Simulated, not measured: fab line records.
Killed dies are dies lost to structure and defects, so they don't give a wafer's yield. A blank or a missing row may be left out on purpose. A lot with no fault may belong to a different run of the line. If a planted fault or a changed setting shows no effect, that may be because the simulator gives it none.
Which of the tools did it? ; flow gf180mcu ; 11 lots, 33 wafers sampled, at 5 steps of a route of 602

WHAT EACH GAUGE READ, for each wafer
GF_NWELL_TW_MEAS_11.
lot;measured;on;NWELL_TW
L122;day 3 18:43;film metro-04;1554 1556 1557
L125;day 4 09:50;film metro-02;1400 1407 1413
L129;day 5 08:29;film metro-02;1413 1417 1418
L133;day 6 10:13;film metro-02;1592 1581 1572
L135;day 6 19:07;film metro-04;1553 1552 1556
L137;day 7 04:53;film metro-04;1558 1560 1558
L139;day 7 18:44;film metro-04;1560 1555 1565
L140;day 7 22:49;film metro-02;1570 1569 1570
L141;day 8 03:49;film metro-01;1547 1537 1539
L142;day 8 08:53;film metro-01;1538 1548 1541
L143;day 8 15:28;film metro-02;1577 1572 1570

GF_VT_IMPLANT_RS_MEAS_47: uses a four-point probe to measure.
lot;measured;on;NWELL_RS (ohm/sq)
L122;day 8 03:28;film metro-02;489.2 489.6 489.5
L125;day 8 21:37;film metro-02;617.3 618.9 617.6
L129;day 10 00:23;film metro-01;612.2 615.4 613.7
L133;day 11 07:49;film metro-01;487.4 488.2 489.9
L135;day 11 19:45;film metro-01;489.7 489.7 490.6
L137;day 12 05:34;film metro-01;488.6 487.6 488.9
L139;day 12 23:43;film metro-04;488.4 489.4 489.4
L140;day 13 05:38;film metro-01;489.0 488.0 489.8
L141;day 13 12:38;film metro-02;488.5 487.3 487.4
L142;day 13 16:49;film metro-02;488.4 487.2 489.7
L143;day 14 00:12;film metro-04;487.9 490.0 487.2

WHICH TOOL RAN EACH LOT (tool, then ch and the chambers of the sampled wafers, then the start)
lot;GF_DNWELL_STRIP_08;GF_NWELL_IMPLANT_08;GF_VT_IMPLANT_STRIP_20
L122;plasma asher-04 ch 0,1, day 3 05:26;implanter-04 ch 0, day 3 18:19;plasma asher-02 ch 0,1, day 6 18:22
L125;plasma asher-03 ch 0,1, day 3 20:09;implanter-04 ch 0, day 4 09:26;plasma asher-02 ch 0, day 7 11:38
L129;plasma asher-01 ch 0, day 4 18:42;implanter-04 ch 0, day 5 08:05;plasma asher-04 ch 0,1, day 8 14:11
L133;plasma asher-04 ch 0,1, day 5 18:33;implanter-02 ch 0, day 6 09:50;plasma asher-01 ch 0,1, day 9 20:26
L135;plasma asher-03 ch 0,1, day 6 03:15;implanter-01 ch 0, day 6 18:43;plasma asher-04 ch 0,1, day 10 07:02
L137;plasma asher-04 ch 0, day 6 13:39;implanter-02 ch 0, day 7 04:29;plasma asher-01 ch 0,1, day 10 16:25
L139;plasma asher-04 ch 0,1, day 7 01:47;implanter-02 ch 0, day 7 18:20;plasma asher-04 ch 0,1, day 11 08:29
L140;plasma asher-04 ch 0,1, day 7 06:42;implanter-01 ch 0, day 7 22:25;plasma asher-02 ch 0,1, day 11 14:49
L141;plasma asher-03 ch 0,1, day 7 10:41;implanter-02 ch 0, day 8 03:25;plasma asher-01 ch 1, day 11 19:47
L142;plasma asher-04 ch 0,1, day 7 16:32;implanter-02 ch 0, day 8 08:29;plasma asher-01 ch 0,1, day 12 00:32
L143;plasma asher-04 ch 0,1, day 7 22:20;implanter-04 ch 0, day 8 15:07;plasma asher-04 ch 0,1, day 12 08:02
- GF_DNWELL_STRIP_08: strips in O2/N2.
- GF_NWELL_IMPLANT_08
- GF_VT_IMPLANT_STRIP_20: strips in O2/N2.

AS READ BY THE TOOLS THEMSELVES (means over the sampled wafers that have a number; for cases with no such wafer, the mark the record gives instead)
GF_DNWELL_STRIP_08.
lot;tool;drypump motor current A (A);heater power w (W);oes product au (a.u.);strip time to endpoint s (s)
L122;plasma asher-04;5.6;387;0.722;36.85
L125;plasma asher-03;5.6;322;0.727;37.08
L129;plasma asher-01;5.9;317;0.721;36.88
L133;plasma asher-04;5.4;379;0.723;37.04
L135;plasma asher-03;5.3;317;0.728;37.07
L137;plasma asher-04;5.9;398;0.724;37.13
L139;plasma asher-04;5.4;381;0.725;36.97
L140;plasma asher-04;5.6;387;0.722;37.01
L141;plasma asher-03;5.3;316;0.722;36.99
L142;plasma asher-04;5.6;388;0.724;37.02
L143;plasma asher-04;5.4;381;0.720;37.05

GF_NWELL_IMPLANT_08.
lot;tool;beam energy keV;dose ions cm2;faraday current uA
L122;implanter-04;450.12;1.4983e+13;84.2
L125;implanter-04;449.89;9.6793e+12;54.4
L129;implanter-04;450.02;9.6800e+12;53.9
L133;implanter-02;449.94;1.5010e+13;82.6
L135;implanter-01;449.93;1.4999e+13;85.7
L137;implanter-02;449.92;1.4996e+13;85.9
L139;implanter-02;450.00;1.5006e+13;85.8
L140;implanter-01;449.94;1.4989e+13;84.6
L141;implanter-02;449.98;1.4989e+13;85.9
L142;implanter-02;450.16;1.4991e+13;84.4
L143;implanter-04;449.97;1.5015e+13;84.1

GF_VT_IMPLANT_STRIP_20.
lot;tool;drypump motor current A (A);heater power w (W);oes product au (a.u.);strip time to endpoint s (s)
L122;plasma asher-02;6.4;338;0.715;12.63
L125;plasma asher-02;6.0;407;0.716;12.58
L129;plasma asher-04;5.4;375;0.717;12.61
L133;plasma asher-01;6.1;323;0.720;12.60
L135;plasma asher-04;5.6;386;0.714;12.64
L137;plasma asher-01;6.2;317;0.715;12.58
L139;plasma asher-04;5.4;373;0.719;12.57
L140;plasma asher-02;6.4;345;0.713;12.57
L141;plasma asher-01;6.6;321;0.716;12.60
L142;plasma asher-01;6.1;314;0.714;12.60
L143;plasma asher-04;5.4;376;0.716;12.60

THE ANSWER, worked out from the rows above alone
Rule: the usual values come from the lots themselves. The widest of any qualifying gaps counts: lots, ordered by their means at a reading, are off when they make up no more than a third of the lots, leave a main group of 4 or more, and stand apart from it by 3 or more times the standard deviation of that group's means. The tables above print the reading to a certain number of digits; a main group whose means all agree to those digits is not used. Also off: a lot with no number at a reading for which 4 or more lots have one. The other lots that the step has rows for count as sound. The gauges are gone through in route order, then the tools' own readings, and for those a lot's mean is taken as printed above. The first step at which some lot is off is used, and at that step the reading that is off furthest; a lot without a number counts as furthest.
Off: L125, L129, at GF_NWELL_TW_MEAS_11 (NWELL_TW). Main group: mean 1560, sd 13.
If a tool, at a process step before that reading, ran all the lots that are off and no sound lot after the first of them, it fits. The gauges at GF_NWELL_TW_MEAS_11 aren't tried: what is off there is off at GF_NWELL_IMPLANT_08 too, on other tools, and a gauge's error can't cause that. No candidate that was tried fits.

WHAT WAS PUT IN BY THE SIMULATOR
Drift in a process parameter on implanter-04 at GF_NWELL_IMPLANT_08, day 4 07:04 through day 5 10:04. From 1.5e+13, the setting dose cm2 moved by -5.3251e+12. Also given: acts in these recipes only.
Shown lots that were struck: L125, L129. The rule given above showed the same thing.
